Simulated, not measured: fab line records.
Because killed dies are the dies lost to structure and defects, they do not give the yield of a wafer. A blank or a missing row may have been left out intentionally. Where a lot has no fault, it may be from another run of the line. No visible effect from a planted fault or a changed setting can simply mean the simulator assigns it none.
Which tool did it?	flow sky130	Sampling: 11 lots, 31 wafers, 3 of 708 route steps

== WHAT THE GAUGES SHOWED, per wafer ==
SKY_METAL1_OVL_MEAS_16. Usual: METAL1_OVL typically reads 0 nm, with standard deviation 6.7.
lot	measured	on	METAL1_OVL (nm)	flag
L133	day 32 19:57	overlay-02	-6 -3 5	
L134	day 33 00:06	overlay-01	4 5 -3	
L136	day 34 07:06	overlay-01	7 4 -5	
L138	day 34 11:29	overlay-02	8 -9	
L139	day 34 18:18	overlay-01	1 -5	
L149	day 38 10:11	overlay-02	8 3 4	
L151	day 38 20:03	overlay-01	-6 1 -6	
L152	day 39 01:54	overlay-01	-8 -1 -6	
L153	day 39 06:08	overlay-01	0 3 6	
L155	day 39 18:47	overlay-01	4 9 4	
L156	day 39 22:10	overlay-02	11 -6 2	

SKY_VIA1_OVL_MEAS_13. Usual: VIA1_OVL typically reads -4 nm, with standard deviation 5.5.
lot	measured	on	VIA1_OVL (nm)	flag
L133	day 33 23:51	overlay-02	0 -4 -2	
L134	day 34 04:12	overlay-02	-7 -11 -6	
L136	day 35 11:23	overlay-01	-4 -5 2	
L138	day 35 16:08	overlay-02	-7 -1	
L139	day 35 22:05	overlay-01	-2 -7	
L149	day 39 12:53	overlay-02	-2 6 -3	
L151	day 39 21:56	overlay-01	1 -1 1	
L152	day 40 04:35	overlay-01	0 2 0	
L153	day 40 08:26	overlay-02	3 2 7	
L155	day 40 21:18	overlay-01	-4 -8 -10	
L156	day 41 01:04	overlay-01	-10 -12 -9	

== WHICH TOOL RAN EACH LOT (tool, then ch and the chambers of the sampled wafers, then the start) ==
lot	SKY_METAL1_DESCUM_17
L133	rieMetal-04 ch 0,1, day 32 19:59
L134	rieMetal-04 ch 0,1, day 33 00:08
L136	rieMetal-02 ch 0, day 34 07:09
L138	rieMetal-03 ch 0,1, day 34 11:31
L139	rieMetal-03 ch 1, day 34 18:20
L149	rieMetal-03 ch 0,1, day 38 10:13
L151	rieMetal-02 ch 0,1, day 38 20:05
L152	rieMetal-02 ch 1, day 39 01:56
L153	rieMetal-02 ch 1, day 39 06:10
L155	rieMetal-04 ch 0,1, day 39 18:49
L156	rieMetal-04 ch 0,1, day 39 22:11
- SKY_METAL1_DESCUM_17: chemistry O2, time 8 s.

== AS READ BY THE TOOLS THEMSELVES (means over the sampled wafers that have a number; for cases with no such wafer, the mark the record gives instead) ==
SKY_METAL1_DESCUM_17. Usual: drypumpMotorCurrentA 6.3 A, standard deviation 0.44; oesProductAu 1.003 a.u., standard deviation 0.011.
lot	tool	drypumpMotorCurrentA (A)	oesProductAu (a.u.)	flag
L133	rieMetal-04	6.6	1.016	
L134	rieMetal-04	6.5	1.012	
L136	rieMetal-02	6.0	0.993	
L138	rieMetal-03	5.8	0.997	
L139	rieMetal-03	6.1	1.005	
L149	rieMetal-03	5.9	1.004	
L151	rieMetal-02	6.4	0.991	
L152	rieMetal-02	6.6	0.999	
L153	rieMetal-02	6.6	0.997	
L155	rieMetal-04	6.5	1.017	
L156	rieMetal-04	6.5	1.008	

== THE ANSWER, worked out from the rows above alone ==
Rule: lot off if the mean of its wafers having a number is beyond 3 standard deviations from the usual mean. A lot without any number at a reading at which 4 lots or more have one is off too. Where the step has rows for the other lots, those lots are counted as sound. The gauges are gone through in route order, then the tools' own readings, and for those a lot's mean is taken as printed above. At the first step where some lot is off, the reading lying furthest off is the one used; lots without a number count as furthest.
Across all readings shown, no lot is off: no conclusion can be drawn from this.

== WHAT THE SIMULATOR HAD PUT IN ==
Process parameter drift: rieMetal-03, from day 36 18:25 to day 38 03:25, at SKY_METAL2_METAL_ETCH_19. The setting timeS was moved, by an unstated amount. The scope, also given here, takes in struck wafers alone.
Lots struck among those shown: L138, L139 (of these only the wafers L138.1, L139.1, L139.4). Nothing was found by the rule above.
